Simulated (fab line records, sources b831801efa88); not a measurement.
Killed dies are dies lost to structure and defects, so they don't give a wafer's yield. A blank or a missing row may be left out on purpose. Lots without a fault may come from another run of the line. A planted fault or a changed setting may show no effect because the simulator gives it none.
fab line records | flow gf180mcu
record lots=5 wafers=15 last_day=34
route steps=602 shown V2@387 M3@409
lots that met no fault: from a run of the same line without faults
start_h: hours from the record's first day to the start of the lot's first wafer shown | wait_h: hours since the lot's step before | " the same as in the row above | L1.1+2: a row that stands for several wafers | - no value, or no start given | * or withheld: withheld | < > ~ a bound
route shown NAME@n: a module of which the file shows steps, and the number in the route of the first | usual: mean/standard deviation of fault-free wafers | same: alike in all rows | chamber/n: place in a boat | sites: the reading at each site | _std_site: their standard deviation | _edge_site: outer sites' mean less inner sites' | radius_mm: how far each site lies from the wafer's centre | mask NAME#n: copy n | behind: the tool/chamber that last shaped the wafer | hold: why the lot was held/for how many hours/how that ended | device: the transistor (n, p or np) that didn't switch | end of line: the same wafers' tests at the end of the route | a step without rows: its recipe alone | killed: dies lost to structure and defects at the first sort, not the wafer's yield | map: a wafer's dies, x killed, . not, _ none there
set.NAME: the setting as run; set.NAME@STEP: as run at that earlier step | model.NAME: the simulator's own value behind a step, which no gauge read
lots at some steps of the route; a table a step, a row a wafer
services: from which hour (start_h, from the record's first day; less than 0 if before it) a tool's chamber was out of use, for how many hours, and why
## steps
# step GF_V2_BOW_MEAS_05
# recipe mode=bow
# usual V2_BOW=99/9.1
# columns lot.wafer tool chamber start_h wait_h V2_BOW[um]
L075.2 film_metro-04 - 448.54 0.1 100
L075.3 " - " " 103
L075.4 " - " " 95
L081.2 film_metro-03 - 503.96 0.2 95
L081.4 " - " " 84
L081.5 " - " " 95
L088.2 film_metro-04 - 562.96 0.1 87
L088.3 " - " " 103
L088.4 " - " " 94
L093.1 film_metro-03 - 596.92 0.2 97
L093.2 " - " " 117
L093.5 " - " " 94
L097.1 film_metro-02 - 625.92 0.1 106
L097.2 " - " " 103
L097.6 " - " " 103
# step GF_V2_DEHYDRATE_06
# recipe temp_c=200 time_s=60
# usual heater_power_total_W=160.37/0.12
# columns lot.wafer tool chamber start_h wait_h heater_power_total_W
L075.2 litho_track-01 0 459.95 11.4 160.53
L075.3 " 0 " " 160.26
L075.4 " 0 " " 160.44
L081.2 litho_track-01 0 515.05 11.1 160.46
L081.4 " 0 " " 160.52
L081.5 " 0 " " 160.59
L088.2 litho_track-01 0 573.10 10.1 160.16
L088.3 " 0 " " 160.51
L088.4 " 0 " " 160.42
L093.1 litho_track-01 0 606.67 9.7 160.39
L093.2 " 0 " " 160.33
L093.5 " 0 " " 160.33
L097.1 litho_track-02 0 635.68 9.7 160.45
L097.2 " 0 " " 160.44
L097.6 " 0 " " 160.48
# step GF_V2_HMDS_07
# recipe prime_time_s=60 prime_temp_c=120
# columns lot.wafer tool chamber start_h wait_h
L075.2+3+4 litho_track-01 0 460.10 0.1
L081.2+4+5 litho_track-01 0 515.20 0.1
L088.2+3+4 litho_track-01 0 573.25 0.1
L093.1+2+5 litho_track-01 0 606.82 0.1
L097.1+2+6 litho_track-02 0 635.83 0.1
# step GF_V2_COAT_08
# recipe resist=BARC temp_c=withheld time_s=withheld spin_rpm=withheld resist_thk_nm=withheld
# columns lot.wafer tool chamber start_h wait_h
L075.2+3+4 litho_track-01 0 460.25 0.1
L081.2+4+5 litho_track-01 0 515.35 0.1
L088.2+3+4 litho_track-01 0 573.40 0.1
L093.1+2+5 litho_track-01 0 606.97 0.1
L097.1+2+6 litho_track-02 0 635.98 0.1
# step GF_V2_COAT_09
# recipe resist=KrF spin_rpm=withheld resist_thk_nm=1000
# columns lot.wafer tool chamber start_h wait_h
L075.2+3+4 litho_track-01 0 - -
L081.2+4+5 litho_track-01 0 - -
L088.2+3+4 litho_track-01 0 - -
L093.1+2+5 litho_track-01 0 - -
L097.1+2+6 litho_track-02 0 - -
# step GF_V2_SOFTBAKE_10
# recipe temp_c=130 time_s=60 resist=KrF
# usual heater_power_total_W=93.05/0.056
# columns lot.wafer tool chamber start_h wait_h heater_power_total_W
L075.2 litho_track-01 0 - - 93.11
L075.3 " 0 " " 93.04
L075.4 " 0 " " 93.08
L081.2 litho_track-01 0 - - 93.10
L081.4 " 0 " " 93.07
L081.5 " 0 " " 93.08
L088.2 litho_track-01 0 - - 93.10
L088.3 " 0 " " 93.05
L088.4 " 0 " " 93.07
L093.1 litho_track-01 0 - - 93.18
L093.2 " 0 " " 93.02
L093.5 " 0 " " 93.00
L097.1 litho_track-02 0 - - 92.94
L097.2 " 0 " " 93.02
L097.6 " 0 " " 93.01
# step GF_V2_EXPOSE_11
# recipe mask_id=Via2 target_cd_nm=260 na=0.68 source_shape=conventional sigma_outer=0.6 dose_mj=38
# columns lot.wafer tool chamber start_h wait_h mask
L075.2+3+4 krf_scanner-02 0 - - Via2#0
L081.2+4+5 krf_scanner-01 0 - - Via2#0
L088.2+3+4 krf_scanner-02 0 - - Via2#0
L093.1+2+5 krf_scanner-02 0 - - Via2#0
L097.1+2+6 krf_scanner-01 0 - - Via2#0
# step GF_V2_PEB_12
# recipe peb_temp_c=135 peb_time_s=90 resist=KrF
# usual heater_power_total_W=85.71/0.085
# same peb_time_s=90
# columns lot.wafer tool chamber start_h wait_h heater_power_total_W
L075.2 litho_track-01 0 - - 85.74
L075.3 " 0 " " 85.86
L075.4 " 0 " " 85.66
L081.2 litho_track-02 0 - - 85.61
L081.4 " 0 " " 85.61
L081.5 " 0 " " 85.64
L088.2 litho_track-02 0 - - 85.76
L088.3 " 0 " " 85.63
L088.4 " 0 " " 85.79
L093.1 litho_track-04 0 - - 85.78
L093.2 " 0 " " 85.72
L093.5 " 0 " " 85.73
L097.1 litho_track-01 0 - - 85.76
L097.2 " 0 " " 85.66
L097.6 " 0 " " 85.78
# step GF_V2_DEVELOP_13
# recipe develop_time_s=60 resist=KrF dev_temp_c=21
# columns lot.wafer tool chamber start_h wait_h
L075.2+3+4 litho_track-01 0 472.70 0.2
L081.2+4+5 litho_track-02 0 526.66 0.2
L088.2+3+4 litho_track-02 0 584.26 0.2
L093.1+2+5 litho_track-04 0 617.31 0.2
L097.1+2+6 litho_track-01 0 645.82 0.2
# step GF_V2_CD_MEAS_14
# recipe target_cd_nm=260
# usual cd_nm=259.9/1.2
# columns lot.wafer tool chamber start_h wait_h cd_nm
L075.2 cd_sem-02 - 472.85 0.1 259.1
L075.3 " - " " 257.8
L075.4 " - " " 257.4
L081.2 cd_sem-01 - 526.80 0.1 261.6
L081.4 " - " " 260.2
L081.5 " - " " 261.4
L088.2 cd_sem-01 - 584.40 0.1 260.9
L088.3 " - " " 261.4
L088.4 " - " " 261.3
L093.1 cd_sem-01 - 617.46 0.1 260.7
L093.2 " - " " 260.1
L093.5 " - " " 261.0
L097.1 cd_sem-02 - 645.97 0.1 259.7
L097.2 " - " " 258.9
L097.6 " - " " 259.9
# step GF_V2_OVL_MEAS_15
# usual V2_OVL=4/5.8
# columns lot.wafer tool chamber start_h wait_h V2_OVL[nm]
L075.2 overlay-01 - 472.95 0.1 2
L075.3 " - " " 1
L075.4 " - " " -1
L081.2 overlay-01 - 526.91 0.1 9
L081.4 " - " " 1
L081.5 " - " " -1
L088.2 overlay-02 - 584.51 0.1 10
L088.3 " - " " 6
L088.4 " - " " 8
L093.1 overlay-01 - 617.58 0.1 1
L093.2 " - " " 4
L093.5 " - " " -1
L097.1 overlay-01 - 646.09 0.1 14
L097.2 " - " " 14
L097.6 " - " " 2
# step GF_V2_ETCH_16
# recipe chemistry=N2/H2 target_depth_a=withheld overetch_a=withheld time_s=withheld target=BARC ion_energy_ev=200 source_w=500 bias_w=100 pressure_mtorr=30 n2_flow_sccm=100 h2_flow_sccm=200
# usual drypump_motor_current_A=5.78/0.25 oes_product_au=0.855/0.0044 throttle_valve_pct=13.226/0.0093
# columns lot.wafer tool chamber start_h wait_h drypump_motor_current_A oes_product_au throttle_valve_pct
L075.2 rie_diel-04 2 472.98 0.0 5.67 0.850 13.228
L075.3 " 0 " " 5.67 0.856 13.223
L075.4 " 3 " " 5.70 0.857 13.229
L081.2 rie_diel-04 0 526.94 0.0 5.67 0.850 13.218
L081.4 " 3 " " 5.71 0.854 13.223
L081.5 " 2 " " 5.64 0.863 13.240
L088.2 rie_diel-01 0 584.54 0.0 5.73 0.849 13.234
L088.3 " 2 " " 6.07 0.850 13.237
L088.4 " 3 " " 5.74 0.854 13.229
L093.1 rie_diel-01 2 617.61 0.0 6.06 0.856 13.224
L093.2 " 3 " " 5.73 0.862 13.227
L093.5 " 2 " " 6.06 0.849 13.231
L097.1 rie_diel-04 1 646.13 0.0 5.06 0.858 13.214
L097.2 " 0 " " 5.67 0.848 13.238
L097.6 " 1 " " 5.04 0.858 13.220
# step GF_V2_ETCH_17
# recipe chemistry=C4F8/O2/Ar mask_material=KrF target=SiO2 stop_on=TiN source_w=1500 bias_w=1200 pressure_mtorr=40 c4f8_flow_sccm=withheld O2_flow_sccm=6 Ar_flow_sccm=300 time_s=withheld target_depth_a=6300
# usual oes_product_au=0.855/0.0044
# columns lot.wafer tool chamber start_h wait_h oes_product_au
L075.2 rie_diel-04 2 - - 0.858
L075.3 " 0 " " 0.851
L075.4 " 3 " " 0.856
L081.2 rie_diel-04 0 - - 0.854
L081.4 " 3 " " 0.858
L081.5 " 2 " " 0.851
L088.2 rie_diel-01 0 - - 0.843
L088.3 " 2 " " 0.855
L088.4 " 3 " " 0.859
L093.1 rie_diel-01 2 - - 0.857
L093.2 " 3 " " 0.863
L093.5 " 2 " " 0.857
L097.1 rie_diel-04 1 - - 0.867
L097.2 " 0 " " 0.863
L097.6 " 1 " " 0.852
# step GF_V2_STRIP_18
# recipe chemistry=O2/N2 power_w=1400 pressure_mtorr=1500 platen_temp_c=250 o2_flow_sccm=3000 n2_flow_sccm=300 overash_fraction=0.5
# usual drypump_motor_current_A=5.8/0.41 heater_power_w=337/32 oes_product_au=0.594/0.0054
# columns lot.wafer tool chamber start_h wait_h drypump_motor_current_A heater_power_w oes_product_au rf_hours_counter_h
L075.2 plasma_asher-01 1 473.11 - 6.4 293 0.588 80
L075.3 " 1 " " 6.4 281 0.599 -
L075.4 " 0 " " 5.7 329 0.592 -
L081.2 plasma_asher-01 1 527.07 - 6.4 283 0.587 87
L081.4 " 1 " " 6.4 289 0.587 -
L081.5 " 1 " " 6.4 282 0.593 -
L088.2 plasma_asher-01 0 584.67 - 5.8 331 0.595 95
L088.3 " 0 " " 5.8 333 0.595 -
L088.4 " 1 " " 6.4 291 0.595 -
L093.1 plasma_asher-02 1 617.74 - 5.2 360 0.592 91
L093.2 " 0 " " 6.0 365 0.597 91
L093.5 " 0 " " 6.0 367 0.592 -
L097.1 plasma_asher-01 1 646.26 - 6.4 281 0.610 102
L097.2 " 0 " " 5.8 335 0.595 102
L097.6 " 0 " " 5.8 337 0.595 -
# step GF_V2_STRIP_19
# recipe chemistry=post_etch_residue_remover time_s=1200 temp_c=72.5
# columns lot.wafer tool chamber start_h wait_h
L075.2+3+4 wet_bench-02 2 473.21 0.1
L081.2+4+5 wet_bench-01 2 527.17 0.1
L088.2+3+4 wet_bench-01 2 584.77 0.1
L093.1+2+5 wet_bench-02 3 617.84 0.1
L097.1+2+6 wet_bench-02 3 646.36 0.1
# step GF_V2_CLEAN_20
# recipe chemistry=DIW dry=n2_spin
# columns lot.wafer tool chamber start_h wait_h
L075.2+3+4 wet_bench-01 1 473.58 0.0
L081.2+4+5 wet_bench-02 0 527.51 0.0
L088.2+3+4 wet_bench-02 1 585.11 0.0
L093.1+2+5 wet_bench-04 0 618.18 0.0
L097.1+2+6 wet_bench-01 2 646.70 0.0
# step GF_V2_SPUTTER_21
# recipe material=Ti target_thk_nm=15 chamber_pressure_pa=5 power_w=2500 substrate_temp_c=200 time_s=80.02
# usual throttle_valve_pct=30.2/0.75
# columns lot.wafer tool chamber start_h wait_h throttle_valve_pct
L075.2 pvd_sputter-03 - 473.68 0.0 29.3
L075.3 " - " " 29.1
L075.4 " - " " 30.3
L081.2 pvd_sputter-01 - 527.60 0.0 31.2
L081.4 " - " " 30.1
L081.5 " - " " 30.2
L088.2 pvd_sputter-01 - 585.20 0.0 30.6
L088.3 " - " " 29.1
L088.4 " - " " 31.3
L093.1 pvd_sputter-01 - 618.27 0.0 29.9
L093.2 " - " " 29.2
L093.5 " - " " 31.4
L097.1 pvd_sputter-02 - 646.80 0.0 30.6
L097.2 " - " " 30.6
L097.6 " - " " 30.8
# step GF_V2_SPUTTER_22
# recipe material=TiN target_thk_nm=10 chamber_pressure_pa=5 power_w=4000 time_s=40
# usual throttle_valve_pct=30.2/0.74
# columns lot.wafer tool chamber start_h wait_h throttle_valve_pct
L075.2 pvd_sputter-03 - 473.74 0.0 29.8
L075.3 " - " " 29.4
L075.4 " - " " 30.2
L081.2 pvd_sputter-01 - 527.67 0.0 31.5
L081.4 " - " " 29.3
L081.5 " - " " 30.1
L088.2 pvd_sputter-01 - 585.26 0.0 30.4
L088.3 " - " " 29.0
L088.4 " - " " 31.1
L093.1 pvd_sputter-01 - 618.33 0.0 29.6
L093.2 " - " " 29.0
L093.5 " - " " 31.4
L097.1 pvd_sputter-02 - 646.86 0.0 30.8
L097.2 " - " " 30.8
L097.6 " - " " 30.9
# step GF_V2_CVD_23
# recipe material=W target_thk_nm=350 time_s=104.94 temp_c=400 pressure_torr=40
# usual heater_power_w=810/17
# columns lot.wafer tool chamber start_h wait_h heater_power_w
L075.2 cvd_w-02 0 473.78 0.0 793
L075.3 " 0 " " 792
L075.4 " 1 " " 820
L081.2 cvd_w-02 1 527.71 0.0 805
L081.4 " 0 " " 822
L081.5 " 1 " " 796
L088.2 cvd_w-01 0 585.30 0.0 807
L088.3 " 0 " " 828
L088.4 " 1 " " 812
L093.1 cvd_w-01 0 618.37 0.0 810
L093.2 " 1 " " 810
L093.5 " 1 " " 820
L097.1 cvd_w-02 1 646.90 0.0 786
L097.2 " 0 " " 809
L097.6 " 1 " " 807
# step GF_V2_RS_MEAS_24
# recipe thk_meas_gauge=four-point-probe reads=W_of_V2_CVD_23+TiN_of_V2_SPUTTER_22+Ti_of_V2_SPUTTER_21
# usual V2_W_RS=0.326/0.0049
# columns lot.wafer tool chamber start_h wait_h V2_W_RS[ohm/sq]
L075.2 film_metro-02 - 473.91 0.1 0.329
L075.3 " - " " 0.332
L075.4 " - " " 0.321
L081.2 film_metro-04 - 527.85 0.1 0.324
L081.4 " - " " 0.336
L081.5 " - " " 0.320
L088.2 film_metro-02 - 585.43 0.1 0.321
L088.3 " - " " 0.320
L088.4 " - " " 0.327
L093.1 film_metro-03 - 618.49 0.1 0.327
L093.2 " - " " 0.326
L093.5 " - " " 0.331
L097.1 film_metro-04 - 647.01 0.1 0.318
L097.2 " - " " 0.327
L097.6 " - " " 0.320
# step GF_V2_THK_MEAS_25
# recipe thk_meas_gauge=xrf reads=W_of_V2_CVD_23
# usual V2_W_THK=360/7.5
# columns lot.wafer tool chamber start_h wait_h V2_W_THK[nm]
L075.2 film_metro-02 - 474.02 0.1 360
L075.3 " - " " 354
L075.4 " - " " 367
L081.2 film_metro-04 - 527.96 0.1 360
L081.4 " - " " 350
L081.5 " - " " 367
L088.2 film_metro-02 - 585.54 0.1 365
L088.3 " - " " 366
L088.4 " - " " 356
L093.1 film_metro-03 - 618.61 0.1 369
L093.2 " - " " 372
L093.5 " - " " 364
L097.1 film_metro-04 - 647.13 0.1 369
L097.2 " - " " 356
L097.6 " - " " 367
# step GF_V2_CMP_26
# recipe stop_on=SiO2 down_force_psi=3.5 platen_rpm=60 t_overpolish_s=15 target_thk_nm=0 pad_velocity_m_s=0.94248
# usual motor_current_A=11.5/1.1 overpolish_run_s=15.000/0.0094 slurry_filter_dp_kPa=13.50/0.15 time_to_endpoint_s=87/4.7
# same t_overpolish_s=15
# columns lot.wafer tool chamber start_h wait_h motor_current_A overpolish_run_s slurry_filter_dp_kPa time_to_endpoint_s
L075.4 cmp-01 2 474.07 0.0 12.2 14.998 13.39 93
L075.2 " 3 " " 10.1 15.005 13.43 83
L075.3 " 0 " " 10.1 14.995 13.39 83
L081.4 cmp-02 3 528.06 0.1 12.4 15.007 13.59 83
L081.2 " 1 " " 12.8 14.999 13.63 89
L081.5 " 3 " " 12.3 15.003 13.65 88
L088.3 cmp-01 1 585.59 0.0 10.7 15.002 13.32 81
L088.4 " 2 " " 12.2 15.008 13.56 88
L088.2 " 3 " " 10.6 14.993 13.35 83
L093.1 cmp-02 0 618.67 0.1 12.0 15.007 13.41 92
L093.2 " 1 " " 12.8 15.008 13.28 85
L093.5 " 0 " " 11.7 14.999 13.33 93
L097.2 cmp-01 3 647.24 0.1 10.3 15.016 13.36 83
L097.1 " 0 " " 10.9 14.997 13.38 85
L097.6 " 3 " " 10.7 14.993 13.66 85
# step GF_M3_SPUTTER_00
# recipe material=Ti target_thk_nm=37.5 arriving_ion_energy_ev=80 substrate_temp_c=200 chamber_pressure_pa=2 power_w=4000 time_s=150
# usual throttle_valve_pct=30.2/0.7
# columns lot.wafer tool chamber start_h wait_h throttle_valve_pct
L075.2 pvd_sputter-02 - 474.37 0.2 31.3
L075.3 " - " " 30.5
L075.4 " - " " 30.6
L081.2 pvd_sputter-03 - 528.31 0.1 29.3
L081.4 " - " " 30.0
L081.5 " - " " 29.7
L088.2 pvd_sputter-02 - 585.89 0.1 30.8
L088.3 " - " " 31.4
L088.4 " - " " 30.9
L093.1 pvd_sputter-03 - 618.97 0.2 30.4
L093.2 " - " " 30.1
L093.5 " - " " 30.1
L097.1 pvd_sputter-04 - 647.49 0.1 30.6
L097.2 " - " " 29.1
L097.6 " - " " 31.1
# step GF_M3_SPUTTER_01
# recipe material=TiN target_thk_nm=30 power_w=6500 time_s=25 chamber_pressure_pa=0.4
# usual throttle_valve_pct=30.3/0.71
# columns lot.wafer tool chamber start_h wait_h throttle_valve_pct
L075.2 pvd_sputter-02 - 474.47 0.1 31.6
L075.3 " - " " 30.5
L075.4 " - " " 30.8
L081.2 pvd_sputter-03 - 528.41 0.1 29.4
L081.4 " - " " 30.0
L081.5 " - " " 29.7
L088.2 pvd_sputter-02 - 585.99 0.1 30.9
L088.3 " - " " 31.3
L088.4 " - " " 31.0
L093.1 pvd_sputter-03 - 619.07 0.1 30.4
L093.2 " - " " 30.2
L093.5 " - " " 30.1
L097.1 pvd_sputter-04 - 647.59 0.1 30.5
L097.2 " - " " 28.8
L097.6 " - " " 30.8
# step GF_M3_SPUTTER_02
# recipe material=AlCu target_thk_nm=450 power_w=10600 time_s=23.9 chamber_pressure_pa=0.4
# usual throttle_valve_pct=30.3/0.69
# columns lot.wafer tool chamber start_h wait_h throttle_valve_pct
L075.2 pvd_sputter-02 - 474.50 0.0 31.7
L075.3 " - " " 30.3
L075.4 " - " " 30.7
L081.2 pvd_sputter-03 - 528.44 0.0 29.4
L081.4 " - " " 30.0
L081.5 " - " " 29.6
L088.2 pvd_sputter-02 - 586.02 0.0 31.0
L088.3 " - " " 31.1
L088.4 " - " " 30.5
L093.1 pvd_sputter-03 - 619.10 0.0 30.4
L093.2 " - " " 30.2
L093.5 " - " " 30.3
L097.1 pvd_sputter-04 - 647.62 0.0 30.4
L097.2 " - " " 29.2
L097.6 " - " " 30.7
# step GF_M3_SPUTTER_03
# recipe material=Ti target_thk_nm=10 substrate_temp_c=300 chamber_pressure_pa=0.3 power_w=3000 time_s=6.7
# usual throttle_valve_pct=30.3/0.71
# columns lot.wafer tool chamber start_h wait_h throttle_valve_pct
L075.2 pvd_sputter-02 - 474.53 0.0 31.5
L075.3 " - " " 30.7
L075.4 " - " " 30.7
L081.2 pvd_sputter-03 - 528.47 0.0 29.3
L081.4 " - " " 29.9
L081.5 " - " " 29.6
L088.2 pvd_sputter-02 - 586.05 0.0 31.0
L088.3 " - " " 31.5
L088.4 " - " " 30.7
L093.1 pvd_sputter-03 - 619.13 0.0 30.2
L093.2 " - " " 30.2
L093.5 " - " " 30.1
L097.1 pvd_sputter-04 - 647.65 0.0 30.4
L097.2 " - " " 28.9
L097.6 " - " " 30.6
# step GF_M3_SPUTTER_04
# recipe material=TiN target_thk_nm=50 power_w=6500 time_s=41.7 chamber_pressure_pa=0.4
# usual throttle_valve_pct=30.2/0.71
# columns lot.wafer tool chamber start_h wait_h throttle_valve_pct
L075.2 pvd_sputter-02 - 474.55 0.0 31.4
L075.3 " - " " 30.4
L075.4 " - " " 30.6
L081.2 pvd_sputter-03 - 528.49 0.0 29.2
L081.4 " - " " 30.1
L081.5 " - " " 29.4
L088.2 pvd_sputter-02 - 586.07 0.0 30.7
L088.3 " - " " 31.6
L088.4 " - " " 30.8
L093.1 pvd_sputter-03 - 619.15 0.0 30.1
L093.2 " - " " 30.2
L093.5 " - " " 30.4
L097.1 pvd_sputter-04 - 647.67 0.0 30.5
L097.2 " - " " 29.1
L097.6 " - " " 30.8
# step GF_M3_RS_MEAS_05
# recipe thk_meas_gauge=four-point-probe reads=TiN_of_M3_SPUTTER_04+Ti_of_M3_SPUTTER_03+AlCu_of_M3_SPUTTER_02+TiN_of_M3_SPUTTER_01+Ti_of_M3_SPUTTER_00
# usual M3_ALCU_RS=0.0696/0.00078
# columns lot.wafer tool chamber start_h wait_h M3_ALCU_RS[ohm/sq]
L075.2 film_metro-01 - 474.61 0.0 0.0692
L075.3 " - " " 0.0697
L075.4 " - " " 0.0696
L081.2 film_metro-02 - 528.55 0.0 0.0704
L081.4 " - " " 0.0706
L081.5 " - " " 0.0703
L088.2 film_metro-02 - 586.13 0.0 0.0703
L088.3 " - " " 0.0709
L088.4 " - " " 0.0701
L093.1 film_metro-01 - 619.19 0.0 0.0689
L093.2 " - " " 0.0691
L093.5 " - " " 0.0691
L097.1 film_metro-01 - 647.71 0.0 0.0698
L097.2 " - " " 0.0696
L097.6 " - " " 0.0688
# step GF_M3_THK_MEAS_06
# recipe thk_meas_gauge=xrf reads=AlCu_of_M3_SPUTTER_02
# usual M3_ALCU_THK=450/5.1
# columns lot.wafer tool chamber start_h wait_h M3_ALCU_THK[nm]
L075.2 film_metro-01 - 474.72 0.1 453
L075.3 " - " " 448
L075.4 " - " " 448
L081.2 film_metro-02 - 528.66 0.1 446
L081.4 " - " " 441
L081.5 " - " " 443
L088.2 film_metro-02 - 586.24 0.1 446
L088.3 " - " " 441
L088.4 " - " " 446
L093.1 film_metro-01 - 619.31 0.1 456
L093.2 " - " " 453
L093.5 " - " " 455
L097.1 film_metro-01 - 647.83 0.1 445
L097.2 " - " " 450
L097.6 " - " " 453
# step GF_M3_DEHYDRATE_07
# recipe temp_c=200 time_s=60
# usual heater_power_total_W=160.38/0.13
# columns lot.wafer tool chamber start_h wait_h heater_power_total_W
L075.2 litho_track-03 0 485.97 11.2 160.31
L075.3 " 0 " " 160.46
L075.4 " 0 " " 160.32
L081.2 litho_track-03 0 539.42 10.7 160.31
L081.4 " 0 " " 160.24
L081.5 " 0 " " 160.16
L088.2 litho_track-03 0 595.91 9.7 160.25
L088.3 " 0 " " 160.34
L088.4 " 0 " " 160.31
L093.1 litho_track-03 0 629.04 9.7 160.25
L093.2 " 0 " " 160.31
L093.5 " 0 " " 160.34
L097.1 litho_track-03 0 657.09 9.2 160.13
L097.2 " 0 " " 160.37
L097.6 " 0 " " 160.21
# step GF_M3_HMDS_08
# recipe prime_time_s=60 prime_temp_c=120
# columns lot.wafer tool chamber start_h wait_h
L075.2+3+4 litho_track-03 0 486.12 0.1
L081.2+4+5 litho_track-03 0 539.57 0.1
L088.2+3+4 litho_track-03 0 596.06 0.1
L093.1+2+5 litho_track-03 0 629.19 0.1
L097.1+2+6 litho_track-03 0 657.24 0.1
# step GF_M3_COAT_09
# recipe resist=KrF spin_rpm=withheld resist_thk_nm=1000
# columns lot.wafer tool chamber start_h wait_h
L075.2+3+4 litho_track-03 0 486.27 0.1
L081.2+4+5 litho_track-03 0 539.72 0.1
L088.2+3+4 litho_track-03 0 596.21 0.1
L093.1+2+5 litho_track-03 0 629.34 0.1
L097.1+2+6 litho_track-03 0 657.39 0.1
# step GF_M3_SOFTBAKE_10
# recipe temp_c=130 time_s=60 resist=KrF
# usual heater_power_total_W=93.05/0.06
# columns lot.wafer tool chamber start_h wait_h heater_power_total_W
L075.2 litho_track-03 0 486.42 0.1 93.01
L075.3 " 0 " " 93.09
L075.4 " 0 " " 93.08
L081.2 litho_track-03 0 539.87 0.1 93.03
L081.4 " 0 " " 93.16
L081.5 " 0 " " 93.03
L088.2 litho_track-03 0 596.36 0.1 93.04
L088.3 " 0 " " 93.03
L088.4 " 0 " " 93.10
L093.1 litho_track-03 0 629.49 0.1 93.05
L093.2 " 0 " " 93.08
L093.5 " 0 " " 93.15
L097.1 litho_track-03 0 657.54 0.1 93.06
L097.2 " 0 " " 93.04
L097.6 " 0 " " 93.11
# step GF_M3_EXPOSE_11
# recipe mask_id=Metal3 target_cd_nm=280 na=0.68 source_shape=conventional sigma_outer=0.6 dose_mj=28
# columns lot.wafer tool chamber start_h wait_h mask
L075.2+3+4 krf_scanner-01 0 - - Metal3#0
L081.2+4+5 krf_scanner-02 0 - - Metal3#0
L088.2+3+4 krf_scanner-02 0 - - Metal3#0
L093.1+2+5 krf_scanner-02 0 - - Metal3#0
L097.1+2+6 krf_scanner-02 0 - - Metal3#0
# step GF_M3_PEB_12
# recipe peb_temp_c=135 peb_time_s=90 resist=KrF
# usual heater_power_total_W=85.70/0.093
# same peb_time_s=90
# columns lot.wafer tool chamber start_h wait_h heater_power_total_W
L075.2 litho_track-02 0 - - 85.61
L075.3 " 0 " " 85.68
L075.4 " 0 " " 85.56
L081.2 litho_track-04 0 - - 85.73
L081.4 " 0 " " 85.77
L081.5 " 0 " " 85.59
L088.2 litho_track-02 0 - - 85.81
L088.3 " 0 " " 85.74
L088.4 " 0 " " 85.77
L093.1 litho_track-04 0 - - 85.78
L093.2 " 0 " " 85.88
L093.5 " 0 " " 85.84
L097.1 litho_track-03 0 - - 85.77
L097.2 " 0 " " 85.74
L097.6 " 0 " " 85.60
# step GF_M3_DEVELOP_13
# recipe develop_time_s=60 dev_temp_c=21
# columns lot.wafer tool chamber start_h wait_h
L075.2+3+4 litho_track-02 0 498.46 0.2
L081.2+4+5 litho_track-04 0 550.33 0.2
L088.2+3+4 litho_track-02 0 606.71 0.2
L093.1+2+5 litho_track-04 0 639.61 0.2
L097.1+2+6 litho_track-03 0 666.49 0.2
# step GF_M3_CD_MEAS_14
# recipe target_cd_nm=280
# usual cd_nm=280.5/1.1
# columns lot.wafer tool chamber start_h wait_h cd_nm
L075.2 cd_sem-02 - 498.60 0.1 281.0
L075.3 " - " " 279.8
L075.4 " - " " 278.6
L081.2 cd_sem-02 - 550.48 0.1 281.8
L081.4 " - " " 282.0
L081.5 " - " " 281.8
L088.2 cd_sem-01 - 606.85 0.1 279.9
L088.3 " - " " 279.5
L088.4 " - " " 279.9
L093.1 cd_sem-01 - 639.76 0.1 279.8
L093.2 " - " " 279.5
L093.5 " - " " 279.7
L097.1 cd_sem-01 - 666.64 0.1 281.5
L097.2 " - " " 282.3
L097.6 " - " " 279.8
# step GF_M3_OVL_MEAS_15
# usual M3_OVL=-4/6
# columns lot.wafer tool chamber start_h wait_h M3_OVL[nm]
L075.2 overlay-02 - 498.71 0.1 -1
L075.3 " - " " 3
L075.4 " - " " -1
L081.2 overlay-02 - 550.58 0.1 -3
L081.4 " - " " -4
L081.5 " - " " -12
L088.2 overlay-02 - 606.96 0.1 -1
L088.3 " - " " -13
L088.4 " - " " 2
L093.1 overlay-02 - 639.88 0.1 -3
L093.2 " - " " -8
L093.5 " - " " 2
L097.1 overlay-01 - 666.76 0.1 -2
L097.2 " - " " -5
L097.6 " - " " -7
# step GF_M3_METAL_ETCH_16
# recipe chemistry=Cl2/BCl3 mask_material=KrF target_depth_nm=750.8 stop_on=SiO2 pressure_mtorr=8 icp_w=800 bias_w=140 Cl2_flow_sccm=80 bcl3_flow_sccm=40 time_s=125.1
# usual drypump_motor_current_A=5.76/0.29 oes_product_au=0.990/0.0079 throttle_valve_pct=28.229/0.011
# columns lot.wafer tool chamber start_h wait_h drypump_motor_current_A oes_product_au rf_hours_counter_h throttle_valve_pct
L075.2 rie_metal-02 1 498.74 0.0 6.09 0.988 11 28.228
L075.3 " 0 " " 5.96 0.993 - 28.241
L075.4 " 1 " " 6.11 0.981 - 28.228
L081.2 rie_metal-02 1 550.61 0.0 6.10 0.986 13 28.236
L081.4 " 1 " " 6.09 0.988 - 28.240
L081.5 " 1 " " 6.09 0.976 - 28.247
L088.2 rie_metal-01 1 606.99 0.0 5.90 1.000 13 28.218
L088.3 " 0 " " 5.27 0.988 - 28.239
L088.4 " 1 " " 5.90 0.992 - 28.230
L093.1 rie_metal-01 1 639.91 0.0 5.92 0.993 0 28.238
L093.2 " 0 " " 5.22 0.971 14 28.254
L093.5 " 0 " " 5.22 0.981 - 28.233
L097.1 rie_metal-01 1 666.80 0.0 5.86 0.994 1 28.229
L097.2 " 0 " " 5.27 0.977 15 28.235
L097.6 " 0 " " 5.25 0.976 - 28.236
## services
# columns tool chamber start_h hours kind
wet_bench-02 - 442.26 6.1 repair
krf_scanner-02 - 444.84 4.4 pm
pvd_sputter-02 - 446.56 8.1 repair
krf_scanner-02 - 459.10 0.9 repair
krf_scanner-02 - 475.47 1.3 pm
krf_scanner-02 - 477.19 0.6 repair
rie_diel-04 0 483.45 9.7 repair
krf_scanner-02 - 489.87 0.8 repair
krf_scanner-02 - 496.93 0.8 repair
pvd_sputter-02 - 499.35 2.1 repair
wet_bench-02 - 512.04 10.2 repair
pvd_sputter-03 - 515.11 2.0 repair
krf_scanner-02 - 515.31 0.8 pm
krf_scanner-02 - 522.26 1.0 pm
pvd_sputter-01 - 533.81 3.8 repair
pvd_sputter-02 - 543.45 4.4 repair
pvd_sputter-04 - 548.52 0.6 repair
rie_diel-04 0 568.01 1.7 repair
krf_scanner-02 - 579.12 0.8 pm
pvd_sputter-04 - 583.50 3.4 repair
krf_scanner-02 - 630.25 0.5 repair
krf_scanner-02 - 635.11 4.0 pm
pvd_sputter-03 - 643.75 4.7 repair
krf_scanner-02 - 651.37 1.3 pm
## key
fault none
